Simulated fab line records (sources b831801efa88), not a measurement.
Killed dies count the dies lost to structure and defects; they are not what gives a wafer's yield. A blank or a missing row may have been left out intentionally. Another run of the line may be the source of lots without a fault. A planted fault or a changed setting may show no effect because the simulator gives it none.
Which tool was responsible? || flow gf180mcu || 39 wafers from 13 lots sampled at 4 of the route's 602 steps

WHAT THE GAUGES READ, wafer by wafer
GF_TOP_METAL_THK_MEAS_06: measures by xrf. Usual: TOP_METAL_ALCU_THK 907 nm, standard deviation 12.
{"lot": "L997", "measured": "day 27 13:29", "on": "film_metro-04", "TOP_METAL_ALCU_THK (nm)": "911 904 907", "flag": ""}
{"lot": "L998", "measured": "day 27 22:00", "on": "film_metro-02", "TOP_METAL_ALCU_THK (nm)": "917 918 929", "flag": ""}
{"lot": "L999", "measured": "day 28 01:42", "on": "film_metro-02", "TOP_METAL_ALCU_THK (nm)": "904 912 896", "flag": ""}
{"lot": "L102", "measured": "day 29 01:34", "on": "film_metro-01", "TOP_METAL_ALCU_THK (nm)": "913 923 911", "flag": ""}
{"lot": "L104", "measured": "day 29 18:29", "on": "film_metro-01", "TOP_METAL_ALCU_THK (nm)": "913 911 912", "flag": ""}
{"lot": "L106", "measured": "day 30 06:29", "on": "film_metro-04", "TOP_METAL_ALCU_THK (nm)": "915 912 896", "flag": ""}
{"lot": "L111", "measured": "day 32 04:06", "on": "film_metro-02", "TOP_METAL_ALCU_THK (nm)": "906 919 903", "flag": ""}
{"lot": "L113", "measured": "day 32 15:49", "on": "film_metro-04", "TOP_METAL_ALCU_THK (nm)": "894 907 890", "flag": ""}
{"lot": "L114", "measured": "day 32 18:11", "on": "film_metro-01", "TOP_METAL_ALCU_THK (nm)": "898 902 906", "flag": ""}
{"lot": "L115", "measured": "day 33 02:21", "on": "film_metro-02", "TOP_METAL_ALCU_THK (nm)": "915 913 913", "flag": ""}
{"lot": "L116", "measured": "day 33 04:08", "on": "film_metro-02", "TOP_METAL_ALCU_THK (nm)": "920 902 923", "flag": ""}
{"lot": "L117", "measured": "day 33 10:19", "on": "film_metro-02", "TOP_METAL_ALCU_THK (nm)": "903 917 920", "flag": ""}
{"lot": "L118", "measured": "day 33 13:22", "on": "film_metro-01", "TOP_METAL_ALCU_THK (nm)": "900 908 886", "flag": ""}

GF_TOP_METAL_OVL_MEAS_15. Usual: TOP_METAL_OVL 0.2 nm, standard deviation 1.5.
{"lot": "L997", "measured": "day 28 09:03", "on": "overlay-02", "TOP_METAL_OVL (nm)": "-0.2 -0.2 0.1", "flag": ""}
{"lot": "L998", "measured": "day 28 17:47", "on": "overlay-02", "TOP_METAL_OVL (nm)": "-0.4 -0.8 -2.0", "flag": ""}
{"lot": "L999", "measured": "day 28 21:19", "on": "overlay-01", "TOP_METAL_OVL (nm)": "0.6 1.5 0.3", "flag": ""}
{"lot": "L102", "measured": "day 29 20:40", "on": "overlay-01", "TOP_METAL_OVL (nm)": "-0.7 -0.6 -1.4", "flag": ""}
{"lot": "L104", "measured": "day 30 13:16", "on": "overlay-02", "TOP_METAL_OVL (nm)": "1.3 3.0 1.6", "flag": ""}
{"lot": "L106", "measured": "day 31 00:04", "on": "overlay-01", "TOP_METAL_OVL (nm)": "1.0 2.1 -0.2", "flag": ""}
{"lot": "L111", "measured": "day 32 21:02", "on": "overlay-02", "TOP_METAL_OVL (nm)": "1.7 1.8 -1.6", "flag": ""}
{"lot": "L113", "measured": "day 33 07:41", "on": "overlay-02", "TOP_METAL_OVL (nm)": "1.4 2.0 3.0", "flag": ""}
{"lot": "L114", "measured": "day 33 09:40", "on": "overlay-02", "TOP_METAL_OVL (nm)": "-0.8 -1.7 -0.7", "flag": ""}
{"lot": "L115", "measured": "day 33 18:16", "on": "overlay-01", "TOP_METAL_OVL (nm)": "0.0 1.7 1.1", "flag": ""}
{"lot": "L116", "measured": "day 33 19:32", "on": "overlay-02", "TOP_METAL_OVL (nm)": "2.8 -0.9 -1.3", "flag": ""}
{"lot": "L117", "measured": "day 34 01:34", "on": "overlay-02", "TOP_METAL_OVL (nm)": "2.3 1.7 2.3", "flag": ""}
{"lot": "L118", "measured": "day 34 05:09", "on": "overlay-02", "TOP_METAL_OVL (nm)": "1.0 1.4 1.9", "flag": ""}

TOOL THAT RAN EACH LOT (tool first, then ch and the chambers of the sampled wafers, then the start)
{"lot": "L997", "GF_M2_METAL_ETCH_16": "rie_metal-04 ch 0,1, day 19 13:17", "GF_V5_ETCH_16": "rie_diel-03 ch 0,1,2, day 27 11:44"}
{"lot": "L998", "GF_M2_METAL_ETCH_16": "rie_metal-02 ch 0,1, day 19 23:18", "GF_V5_ETCH_16": "rie_diel-02 ch 0,2,3, day 27 20:15"}
{"lot": "L999", "GF_M2_METAL_ETCH_16": "rie_metal-02 ch 0,1, day 20 05:00", "GF_V5_ETCH_16": "rie_diel-03 ch 0,1,2, day 27 23:53"}
{"lot": "L102", "GF_M2_METAL_ETCH_16": "rie_metal-02 ch 0,1, day 21 11:47", "GF_V5_ETCH_16": "rie_diel-01 ch 0,1, day 28 23:47"}
{"lot": "L104", "GF_M2_METAL_ETCH_16": "rie_metal-02 ch 0,1, day 22 05:27", "GF_V5_ETCH_16": "rie_diel-02 ch 0,3, day 29 16:21"}
{"lot": "L106", "GF_M2_METAL_ETCH_16": "rie_metal-02 ch 0,1, day 22 20:35", "GF_V5_ETCH_16": "rie_diel-03 ch 0,1, day 30 04:15"}
{"lot": "L111", "GF_M2_METAL_ETCH_16": "rie_metal-04 ch 0, day 25 04:20", "GF_V5_ETCH_16": "rie_diel-03 ch 0,3, day 32 02:21"}
{"lot": "L113", "GF_M2_METAL_ETCH_16": "rie_metal-01 ch 0, day 25 21:08", "GF_V5_ETCH_16": "rie_diel-01 ch 0,2,3, day 32 14:06"}
{"lot": "L114", "GF_M2_METAL_ETCH_16": "rie_metal-02 ch 0,1, day 25 21:29", "GF_V5_ETCH_16": "rie_diel-01 ch 0,3, day 32 16:27"}
{"lot": "L115", "GF_M2_METAL_ETCH_16": "rie_metal-02 ch 0,1, day 26 11:25", "GF_V5_ETCH_16": "rie_diel-01 ch 1,3, day 33 00:33"}
{"lot": "L116", "GF_M2_METAL_ETCH_16": "rie_metal-01 ch 0,1, day 26 13:09", "GF_V5_ETCH_16": "rie_diel-02 ch 1,2, day 33 02:21"}
{"lot": "L117", "GF_M2_METAL_ETCH_16": "rie_metal-04 ch 0,1, day 26 19:56", "GF_V5_ETCH_16": "rie_diel-01 ch 0,1,3, day 33 08:36"}
{"lot": "L118", "GF_M2_METAL_ETCH_16": "rie_metal-04 ch 0,1, day 26 23:47", "GF_V5_ETCH_16": "rie_diel-01 ch 1,3, day 33 11:21"}
- GF_M2_METAL_ETCH_16: etches the open film in Cl2/BCl3, stops on SiO2, target depth 750.8 nm, time 125.1 s.
- GF_V5_ETCH_16: etches BARC in N2/H2.

WHAT THE TOOLS THEMSELVES READ (means of the sampled wafers that have a number; where no wafer has one, the mark that the record gives instead)
GF_M2_METAL_ETCH_16. Usual: drypump_motor_current_A 5.8 A, standard deviation 0.4; oes_product_au 0.990 a.u., standard deviation 0.0055; throttle_valve_pct 28.230 %, standard deviation 0.01.
{"lot": "L997", "tool": "rie_metal-04", "drypump_motor_current_A (A)": 5.5, "oes_product_au (a.u.)": 0.985, "throttle_valve_pct (%)": 28.226, "flag": ""}
{"lot": "L998", "tool": "rie_metal-02", "drypump_motor_current_A (A)": 6.2, "oes_product_au (a.u.)": 0.999, "throttle_valve_pct (%)": 28.226, "flag": ""}
{"lot": "L999", "tool": "rie_metal-02", "drypump_motor_current_A (A)": 5.9, "oes_product_au (a.u.)": 0.994, "throttle_valve_pct (%)": 28.233, "flag": ""}
{"lot": "L102", "tool": "rie_metal-02", "drypump_motor_current_A (A)": 6.2, "oes_product_au (a.u.)": 0.996, "throttle_valve_pct (%)": 28.224, "flag": ""}
{"lot": "L104", "tool": "rie_metal-02", "drypump_motor_current_A (A)": 5.9, "oes_product_au (a.u.)": 0.995, "throttle_valve_pct (%)": 28.232, "flag": ""}
{"lot": "L106", "tool": "rie_metal-02", "drypump_motor_current_A (A)": 6.2, "oes_product_au (a.u.)": 0.991, "throttle_valve_pct (%)": 28.233, "flag": ""}
{"lot": "L111", "tool": "rie_metal-04", "drypump_motor_current_A (A)": 5.4, "oes_product_au (a.u.)": 0.987, "throttle_valve_pct (%)": 28.220, "flag": ""}
{"lot": "L113", "tool": "rie_metal-01", "drypump_motor_current_A (A)": 5.9, "oes_product_au (a.u.)": 0.991, "throttle_valve_pct (%)": 28.233, "flag": ""}
{"lot": "L114", "tool": "rie_metal-02", "drypump_motor_current_A (A)": 6.2, "oes_product_au (a.u.)": 0.994, "throttle_valve_pct (%)": 28.231, "flag": ""}
{"lot": "L115", "tool": "rie_metal-02", "drypump_motor_current_A (A)": 6.2, "oes_product_au (a.u.)": 0.994, "throttle_valve_pct (%)": 28.224, "flag": ""}
{"lot": "L116", "tool": "rie_metal-01", "drypump_motor_current_A (A)": 6.0, "oes_product_au (a.u.)": 0.989, "throttle_valve_pct (%)": 28.214, "flag": ""}
{"lot": "L117", "tool": "rie_metal-04", "drypump_motor_current_A (A)": 5.5, "oes_product_au (a.u.)": 0.987, "throttle_valve_pct (%)": 28.229, "flag": ""}
{"lot": "L118", "tool": "rie_metal-04", "drypump_motor_current_A (A)": 5.5, "oes_product_au (a.u.)": 0.987, "throttle_valve_pct (%)": 28.236, "flag": ""}

GF_V5_ETCH_16. Usual: drypump_motor_current_A 5.6 A, standard deviation 0.41; oes_product_au 0.855 a.u., standard deviation 0.0048; throttle_valve_pct 13.225 %, standard deviation 0.0098.
{"lot": "L997", "tool": "rie_diel-03", "drypump_motor_current_A (A)": 5.7, "oes_product_au (a.u.)": 0.856, "throttle_valve_pct (%)": 13.224, "flag": ""}
{"lot": "L998", "tool": "rie_diel-02", "drypump_motor_current_A (A)": 5.4, "oes_product_au (a.u.)": 0.853, "throttle_valve_pct (%)": 13.225, "flag": ""}
{"lot": "L999", "tool": "rie_diel-03", "drypump_motor_current_A (A)": 5.7, "oes_product_au (a.u.)": 0.858, "throttle_valve_pct (%)": 13.214, "flag": ""}
{"lot": "L102", "tool": "rie_diel-01", "drypump_motor_current_A (A)": 5.3, "oes_product_au (a.u.)": 0.855, "throttle_valve_pct (%)": 13.227, "flag": ""}
{"lot": "L104", "tool": "rie_diel-02", "drypump_motor_current_A (A)": 5.5, "oes_product_au (a.u.)": 0.856, "throttle_valve_pct (%)": 13.224, "flag": ""}
{"lot": "L106", "tool": "rie_diel-03", "drypump_motor_current_A (A)": 5.7, "oes_product_au (a.u.)": 0.852, "throttle_valve_pct (%)": 13.229, "flag": ""}
{"lot": "L111", "tool": "rie_diel-03", "drypump_motor_current_A (A)": 5.8, "oes_product_au (a.u.)": 0.855, "throttle_valve_pct (%)": 13.229, "flag": ""}
{"lot": "L113", "tool": "rie_diel-01", "drypump_motor_current_A (A)": 6.1, "oes_product_au (a.u.)": 0.852, "throttle_valve_pct (%)": 13.223, "flag": ""}
{"lot": "L114", "tool": "rie_diel-01", "drypump_motor_current_A (A)": 5.8, "oes_product_au (a.u.)": 0.855, "throttle_valve_pct (%)": 13.216, "flag": ""}
{"lot": "L115", "tool": "rie_diel-01", "drypump_motor_current_A (A)": 5.4, "oes_product_au (a.u.)": 0.854, "throttle_valve_pct (%)": 13.227, "flag": ""}
{"lot": "L116", "tool": "rie_diel-02", "drypump_motor_current_A (A)": 5.3, "oes_product_au (a.u.)": 0.852, "throttle_valve_pct (%)": 13.228, "flag": ""}
{"lot": "L117", "tool": "rie_diel-01", "drypump_motor_current_A (A)": 5.6, "oes_product_au (a.u.)": 0.858, "throttle_valve_pct (%)": 13.223, "flag": ""}
{"lot": "L118", "tool": "rie_diel-01", "drypump_motor_current_A (A)": 5.4, "oes_product_au (a.u.)": 0.858, "throttle_valve_pct (%)": 13.231, "flag": ""}

THE ANSWER, worked out from the rows above alone
Rule: take the mean of a lot's wafers that have a number; if it is more than 3 standard deviations from the usual mean, the lot is off. A lot without any number at a reading at which 4 lots or more have one is off too. The other lots that the step has rows for count as sound. After the gauges, taken in route order, come the tools' own readings; for these a lot's mean is taken, as printed above. At the first step where some lot is off, the reading lying furthest off is the one used; lots without a number count as furthest.
No lot is off at any reading shown: from this, nothing can be told.

WHAT THE SIMULATOR HAD INSERTED
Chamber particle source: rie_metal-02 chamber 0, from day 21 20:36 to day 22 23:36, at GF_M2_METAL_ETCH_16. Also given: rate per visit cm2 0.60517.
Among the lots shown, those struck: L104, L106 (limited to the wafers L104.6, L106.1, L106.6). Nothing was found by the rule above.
